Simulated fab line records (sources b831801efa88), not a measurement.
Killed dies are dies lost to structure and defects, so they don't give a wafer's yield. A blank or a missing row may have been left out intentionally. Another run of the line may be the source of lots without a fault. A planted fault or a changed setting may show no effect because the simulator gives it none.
Matching of chambers | flow sky130 | SKY_VIA1_CMP_24 on cmp-01: 3 sister chambers
The step polishes, stops on SiO2, t overpolish 15 s, target thk 0 nm. 3 wafers are shown with their chamber, then 7 later ones without.

WAFERS, EACH WITH ITS CHAMBER
wafer  | chamber | retaining-ring-pressure-frac
L351.4 | 0       | 0.999
L353.2 | 2       | 0.995
L353.5 | 1       | 1.014

WAFERS MISSING THEIR CHAMBER
wafer  | retaining-ring-pressure-frac
L353.6 | 0.995
L354.1 | 1.005
L354.3 | 1.005
L354.4 | 1.000
L355.2 | 1.002
L355.4 | 0.999
L355.5 | 1.002

WHICH CHAMBER EACH WENT THROUGH
wafer  | from the rows above          | in truth
L353.6 | can't be placed: 2 or 0      | 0
L354.1 | can't be placed: 0 or 1 or 2 | 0
L354.3 | can't be placed: 0 or 1 or 2 | 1
L354.4 | can't be placed: 0 or 2      | 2
L355.2 | can't be placed: 0 or 2      | 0
L355.4 | can't be placed: 0 or 2      | 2
L355.5 | can't be placed: 0 or 2      | 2
0 of 7 placed correctly. Unplaceable from these rows: 7, with the true chamber sitting among the candidates in 7. Number placed wrongly: 0.
How it was worked out, from the rows above alone: a wafer's distance from a chamber is the root of the sum, over the readings, of the square of ((its reading less the chamber's mean) divided by the reading's scatter). The wafer belongs to the nearest chamber; if the next one is less than 2 further off, it can't be placed. The mean given for a chamber averages the wafers shown for that chamber. The scatter (one wafer shown for each chamber): square how far every hidden wafer sits from the nearest shown wafer, average those squares and take the square root.
